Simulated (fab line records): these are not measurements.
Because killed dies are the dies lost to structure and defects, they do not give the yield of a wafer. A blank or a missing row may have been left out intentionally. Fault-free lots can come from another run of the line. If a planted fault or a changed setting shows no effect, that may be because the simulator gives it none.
fab line records ; flow sky130
record: lots: 7; wafers: 21; last-day: 49
route steps=708 shown LDD_LDN@292 SPACER@304 POLY_CUT@307 PAD_OPEN@708
lots that met no fault: from a run of the same line without faults
start-h: hours from the record's opening day to when the first of the lot's shown wafers began ; wait-h: hours since the lot's step before ; " unchanged from the row above ; L1.1+2: several wafers, shown together as one row ; - no value present, or no start provided ; * or withheld: withheld ; < > ~ a bound
route shown NAME@n: NAME is a module with steps in the file, n the number in the route of the first one ; usual: mean/standard deviation taken from wafers without a fault ; same: alike in all rows ; chamber/n: place in a boat ; sites: per-site readings ; _std_site: the values' standard deviation ; _edge_site: inner sites' mean taken away from outer sites' mean ; radius-mm: for every site, how far away it sits from the centre of the wafer ; mask NAME#n: copy n ; behind: the tool/chamber that last shaped the wafer ; hold: why the lot was held/for how many hours/how that ended ; device: transistor that didn't switch, given as n, p or np ; end of line: the tests these same wafers got at the end of their route ; a step given without rows: its recipe and nothing more ; killed: dies lost to structure and defects at the first sort, not the wafer's yield ; map: a wafer's dies, marking killed ones x, the rest . and places with no die _
set.NAME: the run value of the setting; set.NAME@STEP: its run value at that earlier step ; model.NAME: the simulator's own value behind a step, which no gauge read
lots at selected steps of the route; one table per step, one row per wafer
services: when a tool's chamber went out of use (start-h, in hours from the record's first day, below 0 if earlier), for how many hours, and the reason
== steps ==
step: SKY_LDD_LDN_SOFTBAKE_03
recipe: temp-c: 90; time-s: 60; resist: NOVOLAK
step: SKY_LDD_LDN_EXPOSE_04
recipe: mask-id: LDNTM; na: 0.6; source-shape: conventional; sigma-outer: 0.6; polarization: unpolarized; target-cd-nm: 700; dose-mj: 140
step: SKY_LDD_LDN_PEB_05
recipe: temp-c: withheld; time-s: *; resist: NOVOLAK
step: SKY_LDD_LDN_DEVELOP_06
recipe: resist: NOVOLAK; developer: TMAH; develop-time-s: 60; dev-temp-c: 23
step: SKY_LDD_LDN_OVL_MEAS_07
usual: LDD_LDN_OVL: -0.6/1.4
lot.wafer;tool;chamber;start-h;wait-h;LDD_LDN_OVL[nm]
L606.3;overlay-02;-;564.84;0.1;-2.8
L606.5;overlay-02;-;564.84;0.1;-1.2
L606.6;overlay-02;-;564.84;0.1;-1.8
L608.3;overlay-02;-;577.51;0.1;-2.6
L608.4;overlay-02;-;577.51;0.1;-0.1
L608.6;overlay-02;-;577.51;0.1;-0.2
L609.1;overlay-02;-;592.58;0.1;-1.4
L609.4;overlay-02;-;592.58;0.1;-0.3
L609.6;overlay-02;-;592.58;0.1;-1.6
L611.2;overlay-02;-;612.49;0.1;-1.1
L611.3;overlay-02;-;612.49;0.1;-0.2
L611.5;overlay-02;-;612.49;0.1;-1.0
L617.1;overlay-01;-;663.96;0.1;0.3
L617.2;overlay-01;-;663.96;0.1;0.3
L617.4;overlay-01;-;663.96;0.1;0.2
L618.1;overlay-01;-;664.86;0.1;0.2
L618.2;overlay-01;-;664.86;0.1;-0.4
L618.4;overlay-01;-;664.86;0.1;0.1
L619.2;overlay-01;-;673.19;0.1;0.7
L619.4;overlay-01;-;673.19;0.1;1.3
L619.5;overlay-01;-;673.19;0.1;0.1
step: SKY_LDD_LDN_IMPLANT_08
recipe: species: As; energy-kev: 15; dose-cm2: 1.25e+13; tilt-deg: withheld; rotation-deg: 23
step: SKY_LDD_LDN_IMPLANT_09
recipe: species: As; energy-kev: 15; dose-cm2: 1.259e+13; tilt-deg: withheld; rotation-deg: 113
step: SKY_LDD_LDN_IMPLANT_10
recipe: species: As; energy-kev: 15; dose-cm2: 1.25e+13; tilt-deg: withheld; rotation-deg: 203
step: SKY_LDD_LDN_IMPLANT_11
recipe: species: As; energy-kev: 15; dose-cm2: 1.25e+13; tilt-deg: withheld; rotation-deg: 293
step: SKY_LDD_LDN_STRIP_12
recipe: chemistry: O2/N2; power-w: 1400; pressure-mtorr: 1500; platen-temp-c: withheld; o2-flow-sccm: 3000; n2-flow-sccm: 300; overash-fraction: 0.5
usual: chamber-pressure-mTorr: 1500.0/1.3; drypump-motor-current-A: 6.2/0.42; o2-flow-sccm: 3002/9.4; oes-product-au: 0.716/0.0042; strip-time-to-endpoint-s: 14.17/0.037
lot.wafer;tool;chamber;start-h;wait-h;chamber-pressure-mTorr;drypump-motor-current-A;o2-flow-sccm;oes-product-au;rf-hours-counter-h;strip-time-to-endpoint-s
L606.3;plasma-asher-01;1;565.50;0.1;1500.7;6.3;2995;0.711;-;14.14
L606.5;plasma-asher-01;1;565.50;0.1;1502.1;6.3;2983;0.709;-;14.17
L606.6;plasma-asher-01;0;565.50;0.1;1500.7;5.5;3004;0.717;-;14.16
L608.3;plasma-asher-03;1;578.16;0.1;1501.2;6.8;2971;0.718;-;14.21
L608.4;plasma-asher-03;0;578.16;0.1;1498.2;5.8;2999;0.713;-;14.20
L608.6;plasma-asher-03;1;578.16;0.1;1501.1;6.8;2980;0.707;-;14.20
L609.1;plasma-asher-02;1;593.22;0.1;1497.6;6.2;3000;0.718;77;14.16
L609.4;plasma-asher-02;0;593.22;0.1;1499.4;6.2;2995;0.716;-;14.20
L609.6;plasma-asher-02;0;593.22;0.1;1500.5;6.3;2994;0.718;-;14.19
L611.2;plasma-asher-01;0;613.12;0.1;1499.3;5.4;2996;0.721;87;14.16
L611.3;plasma-asher-01;0;613.12;0.1;1498.8;5.4;2991;0.710;-;14.20
L611.5;plasma-asher-01;1;613.12;0.1;1498.1;6.3;3000;0.720;-;14.22
L617.1;plasma-asher-03;1;664.60;0.1;1498.5;6.8;3002;0.721;26;14.21
L617.2;plasma-asher-03;0;664.60;0.1;1501.1;5.8;2994;0.716;26;14.16
L617.4;plasma-asher-03;1;664.60;0.1;1501.3;6.8;2994;0.722;-;14.10
L618.1;plasma-asher-02;0;665.50;0.1;1500.4;6.3;2997;0.714;85;14.19
L618.2;plasma-asher-02;1;665.50;0.1;1498.6;6.2;2992;0.715;85;14.22
L618.4;plasma-asher-02;0;665.50;0.1;1497.7;6.3;3004;0.714;-;14.20
L619.2;plasma-asher-03;1;673.82;0.1;1502.2;6.8;3003;0.707;27;14.15
L619.4;plasma-asher-03;1;673.82;0.1;1497.9;6.8;3005;0.719;-;14.19
L619.5;plasma-asher-03;1;673.82;0.1;1497.9;6.8;2982;0.723;-;14.20
step: SKY_LDD_LDN_TW_MEAS_13
usual: LDD_LDN_TW: 1485/26
lot.wafer;tool;chamber;start-h;wait-h;LDD_LDN_TW
L606.3;film-metro-01;-;565.59;0.1;1472
L606.5;film-metro-01;-;565.59;0.1;1465
L606.6;film-metro-01;-;565.59;0.1;1480
L608.3;film-metro-03;-;578.25;0.1;1519
L608.4;film-metro-03;-;578.25;0.1;1518
L608.6;film-metro-03;-;578.25;0.1;1524
L609.1;film-metro-01;-;593.32;0.1;1452
L609.4;film-metro-01;-;593.32;0.1;1466
L609.6;film-metro-01;-;593.32;0.1;1458
L611.2;film-metro-03;-;613.23;0.1;1510
L611.3;film-metro-03;-;613.23;0.1;1499
L611.5;film-metro-03;-;613.23;0.1;1522
L617.1;film-metro-03;-;664.70;0.1;1505
L617.2;film-metro-03;-;664.70;0.1;1513
L617.4;film-metro-03;-;664.70;0.1;1508
L618.1;film-metro-03;-;665.60;0.1;1513
L618.2;film-metro-03;-;665.60;0.1;1511
L618.4;film-metro-03;-;665.60;0.1;1509
L619.2;film-metro-04;-;673.93;0.1;1461
L619.4;film-metro-04;-;673.93;0.1;1467
L619.5;film-metro-04;-;673.93;0.1;1461
step: SKY_LDD_LDN_CLEAN_14
recipe: chemistry: SC1/SC2; mix: 1:4:20; temp-c: 70; time-s: 150; dry: n2-spin
step: SKY_SPACER_CVD_00
recipe: material: Si3N4; precursor: DCS/NH3; target-thk-nm: 43.1; temp-c: 770; time-s: 740; pressure-mtorr: 250
usual: susceptor-temp-C: 770.0/0.34
lot.wafer;tool;chamber;start-h;wait-h;susceptor-temp-C
L606.3;lpcvd-02;0;566.17;0.5;770.2
L606.5;lpcvd-02;0;566.17;0.5;769.9
L606.6;lpcvd-02;0;566.17;0.5;770.0
L608.3;lpcvd-02;0;579.23;0.9;769.4
L608.4;lpcvd-02;0;579.23;0.9;769.9
L608.6;lpcvd-02;0;579.23;0.9;769.2
L609.1;lpcvd-02;1;593.43;0.0;770.3
L609.4;lpcvd-02;1;593.43;0.0;770.3
L609.6;lpcvd-02;1;593.43;0.0;769.8
L611.2;lpcvd-02;0;615.38;2.1;769.7
L611.3;lpcvd-02;0;615.38;2.1;769.6
L611.5;lpcvd-02;0;615.38;2.1;769.6
L617.1;lpcvd-02;0;664.86;0.1;770.3
L617.2;lpcvd-02;0;664.86;0.1;769.6
L617.4;lpcvd-02;0;664.86;0.1;770.2
L618.1;lpcvd-02;0;666.07;0.4;770.6
L618.2;lpcvd-02;0;666.07;0.4;770.1
L618.4;lpcvd-02;0;666.07;0.4;769.5
L619.2;lpcvd-02;1;674.08;0.0;770.2
L619.4;lpcvd-02;1;674.08;0.0;770.8
L619.5;lpcvd-02;1;674.08;0.0;770.2
step: SKY_SPACER_THK_MEAS_01
recipe: reads: Si3N4_of_SPACER_CVD_00
usual: SPACER_CVD_00_THK: 42.9/0.43
lot.wafer;tool;chamber;start-h;wait-h;SPACER_CVD_00_THK[nm]
L606.3;film-metro-03;-;567.40;0.0;43.2
L606.5;film-metro-03;-;567.40;0.0;43.4
L606.6;film-metro-03;-;567.40;0.0;43.0
L608.3;film-metro-03;-;580.46;0.0;43.3
L608.4;film-metro-03;-;580.46;0.0;43.2
L608.6;film-metro-03;-;580.46;0.0;43.1
L609.1;film-metro-01;-;595.24;0.0;43.0
L609.4;film-metro-01;-;595.24;0.0;42.5
L609.6;film-metro-01;-;595.24;0.0;43.2
L611.2;film-metro-01;-;617.20;0.0;43.5
L611.3;film-metro-01;-;617.20;0.0;43.7
L611.5;film-metro-01;-;617.20;0.0;43.8
L617.1;film-metro-03;-;666.07;0.0;36.6
L617.2;film-metro-03;-;666.07;0.0;36.6
L617.4;film-metro-03;-;666.07;0.0;36.1
L618.1;film-metro-03;-;667.27;0.0;36.0
L618.2;film-metro-03;-;667.27;0.0;35.9
L618.4;film-metro-03;-;667.27;0.0;36.0
L619.2;film-metro-03;-;675.29;0.0;36.5
L619.4;film-metro-03;-;675.29;0.0;36.8
L619.5;film-metro-03;-;675.29;0.0;36.6
step: SKY_SPACER_ETCHBACK_02
recipe: chemistry: CH3F/O2; target: Si3N4; stop-on: SiO2; source-w: 400; bias-w: 80; pressure-mtorr: 25; ch3f-flow-sccm: 40; O2_flow_sccm: 30; time-s: 46.7; target-depth-a: 450
usual: chamber-pressure-mTorr: 25.001/0.022; drypump-motor-current-A: 5.6/0.57; oes-product-au: 0.853/0.0067; throttle-valve-pct: 10.561/0.0086
lot.wafer;tool;chamber;start-h;wait-h;chamber-pressure-mTorr;drypump-motor-current-A;oes-product-au;rf-hours-counter-h;throttle-valve-pct
L606.3;rie-diel-04;1;567.44;0.0;24.967;6.5;0.849;71;10.565
L606.5;rie-diel-04;1;567.44;0.0;25.016;6.5;0.856;-;10.553
L606.6;rie-diel-04;2;567.44;0.0;24.967;5.7;0.863;-;10.547
L608.3;rie-diel-03;2;580.50;0.0;25.020;4.6;0.861;11;10.558
L608.4;rie-diel-03;1;580.50;0.0;24.995;5.6;0.859;16;10.563
L608.6;rie-diel-03;1;580.50;0.0;24.972;5.6;0.862;-;10.552
L609.1;rie-diel-03;2;595.30;0.1;25.015;4.6;0.852;11;10.561
L609.4;rie-diel-03;1;595.30;0.1;24.983;5.6;0.850;-;10.570
L609.6;rie-diel-03;0;595.30;0.1;25.008;5.9;0.859;-;10.561
L611.2;rie-diel-04;2;617.25;0.0;25.018;5.7;0.853;4;10.572
L611.3;rie-diel-04;0;617.25;0.0;25.020;5.7;0.861;10;10.560
L611.5;rie-diel-04;1;617.25;0.0;25.011;6.5;0.855;-;10.571
L617.1;rie-diel-04;3;666.13;0.1;24.981;5.7;0.784;7;10.557
L617.2;rie-diel-04;2;666.13;0.1;25.001;5.7;0.782;5;10.565
L617.4;rie-diel-04;1;666.13;0.1;24.992;6.5;0.777;1;10.579
L618.1;rie-diel-04;1;667.33;0.1;24.976;6.5;0.773;1;10.547
L618.2;rie-diel-04;3;667.33;0.1;25.001;5.7;0.774;7;10.554
L618.4;rie-diel-04;0;667.33;0.1;25.000;5.7;0.774;11;10.560
L619.2;rie-diel-03;1;675.34;0.0;24.990;5.6;0.783;19;10.547
L619.4;rie-diel-03;0;675.34;0.0;24.967;5.9;0.787;22;10.542
L619.5;rie-diel-03;1;675.34;0.0;24.973;5.6;0.778;-;10.556
step: SKY_POLY_CUT_DEHYDRATE_00
recipe: temp-c: 200; time-s: 60
step: SKY_PAD_OPEN_PROBE_99
usual: killed_at_M0_to_M3: 44/7.4; killed_at_M4_up: 3.2/1.8; killed-at-contacts: 25/5.2; killed-at-front-end: 15/4.5; killed-at-other: 0.2/0.43; killed-dies: 87/9.6; killed-open: 48/7.6; killed-short: 40/5.7
same: gross-dies: 492; killed-at-back-side: 0
lot.wafer;tool;chamber;start-h;wait-h;killed_at_M0_to_M3;killed_at_M4_up;killed-at-contacts;killed-at-front-end;killed-at-other;killed-dies;killed-open;killed-short;model.etest.pfet_01v8.drive-ua-um-rim-less-centre;model.etest.pfet_01v8.drive-ua-um-range;model.etest.nfet_01v8.drive-ua-um-rim-less-centre;model.etest.nfet_01v8.drive-ua-um-range;model.etest.pfet_01v8.vt-v-rim-less-centre;model.etest.pfet_01v8.vt-v-range
L606.3;prober-01;-;1102.32;0.2;35;6;28;6;0;75;41;34;4.91;6.332;0.4343;9.217;0.004424;0.01283
L606.5;prober-01;-;1102.42;0.2;38;1;23;13;0;75;42;33;-1.725;3.449;-3.539;10.43;0.006316;0.01624
L606.6;prober-01;-;1102.47;0.2;35;1;23;10;0;69;37;32;1.243;6.301;0.5149;5.491;0.008286;0.01301
L608.3;prober-01;-;1112.50;0.2;40;3;26;18;0;87;44;43;3.182;5.434;1.56;6.995;0.00241;0.004876
L608.4;prober-01;-;1112.55;0.2;44;4;29;14;1;92;48;44;3.349;5.359;-2.47;9.763;0.009588;0.01253
L608.6;prober-01;-;1112.65;0.2;52;1;20;19;0;92;44;48;-1.262;5.877;6.588;14.45;0.003098;0.008096
L609.1;prober-02;-;1118.74;0.1;52;0;27;16;0;95;52;43;-6.324;7.571;-0.1751;5.514;-0.001744;0.006035
L609.4;prober-02;-;1118.89;0.2;46;1;30;19;0;96;51;45;0.5539;4.823;2.265;8.609;-0.006268;0.009493
L609.6;prober-02;-;1118.99;0.2;44;2;25;15;0;86;51;35;-5.182;7.09;-7.206;11.89;-0.002755;0.008251
L611.2;prober-02;-;1137.90;0.1;49;2;14;18;1;84;43;41;-5.057;9.447;-0.6566;9.146;-0.001111;0.008287
L611.3;prober-02;-;1137.95;0.2;42;3;26;12;0;83;51;32;1.962;4.706;-0.7258;13.8;-0.002855;0.01242
L611.5;prober-02;-;1138.05;0.2;53;3;21;18;0;95;53;42;-1.467;5.559;-2.556;6.737;-0.008136;0.01107
L617.1;prober-02;-;1169.28;0.1;38;5;28;11;1;83;48;35;6.116;13.25;3.45;6.776;0.01212;0.02299
L617.2;prober-02;-;1169.33;0.1;42;3;24;21;1;91;52;39;9.454;14.71;5.986;7.445;0.01201;0.01648
L617.4;prober-02;-;1169.43;0.2;39;4;30;12;0;85;50;35;10.19;14.9;1.111;13.2;0.01727;0.02492
L618.1;prober-01;-;1171.08;0.1;48;6;15;9;0;78;40;38;15.04;20.49;8.812;13.43;0.01452;0.02805
L618.2;prober-01;-;1171.13;0.1;52;4;30;10;0;96;52;44;12.2;17.31;1.448;9.857;0.01184;0.02666
L618.4;prober-01;-;1171.23;0.2;37;6;19;12;0;74;37;37;12.85;17.99;3.123;13.47;0.01535;0.02576
L619.2;prober-02;-;1173.78;0.1;62;5;37;16;1;121;77;44;6.643;10.96;5.361;6.568;0.004084;0.01848
L619.4;prober-02;-;1173.88;0.2;46;4;31;6;0;87;41;46;7.905;14.21;1.588;5.365;0.01212;0.01627
L619.5;prober-02;-;1173.93;0.2;47;3;25;18;0;93;54;39;10.11;14.36;6.507;9.877;0.009318;0.02237
killed by level:class
L606.3 VIA1:geometric-particle:open=13 CONTACT:geometric-particle:open=10 METAL2:geometric-particle:short=8 LOCAL_INTERCONNECT:geometric-particle:short=6 LI_CONTACT:geometric-particle:open=5 CONTACT:geometric-particle:short=4 METAL1:geometric-particle:short=4 METAL4:geometric-particle:short=4
L606.5 VIA1:geometric-particle:open=10 CONTACT:geometric-particle:open=7 VIA2:geometric-particle:open=7 CONTACT:geometric-particle:short=6 VIA2:geometric-particle:short=6 LI_CONTACT:geometric-particle:open=5 LOCAL_INTERCONNECT:geometric-particle:short=5 VIA3:geometric-particle:open=5
L606.6 CONTACT:geometric-particle:open=10 VIA1:geometric-particle:open=9 LOCAL_INTERCONNECT:geometric-particle:short=4 METAL1:geometric-particle:short=4 VIA1:geometric-particle:short=4 METAL2:geometric-particle:short=4 LI_CONTACT:geometric-particle:open=3 LI_CONTACT:geometric-particle:short=3
L608.3 LI_CONTACT:geometric-particle:open=8 CONTACT:geometric-particle:open=8 CONTACT:geometric-particle:short=7 VIA1:geometric-particle:open=7 VIA3:geometric-particle:open=7 METAL2:geometric-particle:short=6 METAL1:geometric-particle:short=5 VIA1:geometric-particle:short=5
L608.4 LI_CONTACT:geometric-particle:open=10 CONTACT:geometric-particle:open=10 VIA1:geometric-particle:open=8 METAL2:geometric-particle:short=8 CONTACT:geometric-particle:short=7 VIA3:geometric-particle:open=6 FIELD_ISO:geometric-particle:short=5 VIA1:geometric-particle:short=5
L608.6 CONTACT:geometric-particle:open=9 METAL1:geometric-particle:short=8 VIA1:geometric-particle:short=8 VIA2:geometric-particle:open=7 VIA1:geometric-particle:open=7 LI_CONTACT:geometric-particle:open=6 METAL2:geometric-particle:short=6 POLY_GATE:geometric-particle:open=5
L609.1 VIA1:geometric-particle:open=20 METAL1:geometric-particle:short=9 LI_CONTACT:geometric-particle:open=8 METAL2:geometric-particle:short=7 LOCAL_INTERCONNECT:geometric-particle:short=6 FIELD_ISO:geometric-particle:short=5 CONTACT:geometric-particle:short=5 CONTACT:geometric-particle:open=5
L609.4 VIA1:geometric-particle:open=13 CONTACT:geometric-particle:open=9 LI_CONTACT:geometric-particle:open=8 METAL2:geometric-particle:short=8 FIELD_ISO:geometric-particle:open=6 POLY_GATE:geometric-particle:short=5 VIA2:geometric-particle:open=5 LOCAL_INTERCONNECT:geometric-particle:short=5
L609.6 CONTACT:geometric-particle:open=12 VIA1:geometric-particle:open=9 VIA2:geometric-particle:open=9 LI_CONTACT:geometric-particle:open=7 POLY_GATE:geometric-particle:open=6 METAL1:geometric-particle:short=6 METAL2:geometric-particle:short=5 VIA3:geometric-particle:short=5
L611.2 VIA1:geometric-particle:open=13 FIELD_ISO:geometric-particle:short=8 METAL2:geometric-particle:short=6 METAL1:geometric-particle:short=6 VIA2:geometric-particle:open=6 VIA1:geometric-particle:short=5 LI_CONTACT:geometric-particle:open=5 CONTACT:geometric-particle:short=4
L611.3 VIA1:geometric-particle:open=11 CONTACT:geometric-particle:open=10 VIA2:geometric-particle:open=7 LI_CONTACT:geometric-particle:open=6 VIA3:geometric-particle:open=6 LOCAL_INTERCONNECT:geometric-particle:short=5 VIA1:geometric-particle:short=5 POLY_GATE:geometric-particle:short=4
L611.5 METAL2:geometric-particle:short=12 VIA3:geometric-particle:open=9 VIA1:geometric-particle:open=8 CONTACT:geometric-particle:open=8 POLY_GATE:geometric-particle:open=5 METAL1:geometric-particle:short=5 FIELD_ISO:geometric-particle:open=4 VIA3:geometric-particle:short=4
L617.1 LI_CONTACT:geometric-particle:open=10 VIA1:geometric-particle:open=8 VIA2:geometric-particle:open=8 VIA3:geometric-particle:open=7 CONTACT:geometric-particle:open=6 VIA3:geometric-particle:short=4 LI_CONTACT:geometric-particle:short=4 METAL2:geometric-particle:short=4
L617.2 CONTACT:geometric-particle:open=9 VIA1:geometric-particle:open=9 LI_CONTACT:geometric-particle:open=8 VIA3:geometric-particle:open=7 VIA2:geometric-particle:open=6 FIELD_ISO:geometric-particle:short=5 POLY_GATE:geometric-particle:open=5 METAL2:geometric-particle:short=5
L617.4 CONTACT:geometric-particle:open=14 METAL1:geometric-particle:short=7 VIA2:geometric-particle:open=7 VIA3:geometric-particle:open=7 LI_CONTACT:geometric-particle:open=6 CONTACT:geometric-particle:short=6 VIA1:geometric-particle:open=5 METAL2:geometric-particle:short=4
L618.1 VIA1:geometric-particle:open=13 VIA3:geometric-particle:open=8 VIA3:geometric-particle:short=6 METAL1:geometric-particle:short=5 LI_CONTACT:geometric-particle:open=4 LOCAL_INTERCONNECT:geometric-particle:short=4 VIA2:geometric-particle:open=4 VIA1:geometric-particle:short=4
L618.2 CONTACT:geometric-particle:open=12 VIA1:geometric-particle:open=10 VIA1:geometric-particle:short=9 VIA3:geometric-particle:open=8 LI_CONTACT:geometric-particle:open=7 VIA2:geometric-particle:open=6 LOCAL_INTERCONNECT:geometric-particle:short=5 CONTACT:geometric-particle:short=5
L618.4 LI_CONTACT:geometric-particle:open=7 VIA3:geometric-particle:open=7 VIA1:geometric-particle:open=7 METAL2:geometric-particle:short=6 VIA2:geometric-particle:open=5 POLY_GATE:geometric-particle:short=4 LOCAL_INTERCONNECT:geometric-particle:short=4 CONTACT:geometric-particle:open=4
L619.2 CONTACT:geometric-particle:open=20 VIA1:geometric-particle:open=20 VIA2:geometric-particle:open=14 POLY_GATE:geometric-particle:open=7 LI_CONTACT:geometric-particle:open=7 VIA1:geometric-particle:short=7 METAL2:geometric-particle:short=6 LOCAL_INTERCONNECT:geometric-particle:short=5
L619.4 VIA1:geometric-particle:open=12 CONTACT:geometric-particle:short=9 CONTACT:geometric-particle:open=8 LI_CONTACT:geometric-particle:open=7 VIA3:geometric-particle:open=6 VIA3:geometric-particle:short=5 VIA1:geometric-particle:short=5 METAL2:geometric-particle:short=5
L619.5 VIA1:geometric-particle:open=12 LI_CONTACT:geometric-particle:open=8 CONTACT:geometric-particle:open=8 METAL2:geometric-particle:short=7 VIA2:geometric-particle:open=6 VIA3:geometric-particle:open=6 POLY_GATE:geometric-particle:short=5 METAL1:geometric-particle:short=5
== services ==
tool;chamber;start-h;hours;kind
plasma-asher-01;-;578.55;27.1;pm
rie-diel-04;1;592.78;-;clean
rie-diel-04;1;592.78;20.3;scheduled-down
rie-diel-04;1;592.78;20.3;vent-cycle
rie-diel-03;3;594.02;6.8;repair
rie-diel-03;2;608.93;3.3;repair
lpcvd-02;-;611.54;0.9;repair
rie-diel-04;-;618.67;15.6;pm
rie-diel-03;0;634.86;5.1;repair
rie-diel-04;0;636.45;7.8;repair
rie-diel-03;3;643.73;24.0;repair
rie-diel-03;2;650.29;4.8;repair
plasma-asher-02;-;675.19;1.7;repair
== key ==
first-sign: step: SKY_SPACER_THK_MEAS_01; reading: SPACER_CVD_00_THK; direction: down; sigmas: 15; usual: 42.9; struck: 36.4
effect: step: SKY_SPACER_ETCHBACK_02; reading: oes-product-au; direction: down; sigmas: 11; usual: 0.853; struck: 0.779
model-effect: step: SKY_PAD_OPEN_PROBE_99; value: etest.pfet_01v8.drive-ua-um-rim-less-centre; without: -2.508; struck: 10.06
met-at SKY_SPACER_CVD_00
struck-wafers L617.1,L617.2,L617.4,L618.1,L618.2,L618.4,L619.2,L619.4,L619.5
tester-left-out L617,L618,L619
onset-between 615.38 664.86
also-fits time
fault: kind: site-profile-drift; tool: lpcvd-02; chamber: -; onset-h: 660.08; steps: SKY_SPACER_CVD_00; basis: fraction; max-abs-drift: 0.34596; slope-share-per-hr: 76.88; site-pattern: 0,0,0,0,0,-1,-1,-1,-1
tester-left-out: of these lots the tester's yield and bins aren't shown, on N5 and GAA mostly nor the transistor test; their killed dies are dies lost to structure and defects alone, not to doping, threshold or leakage, so they don't give the yield
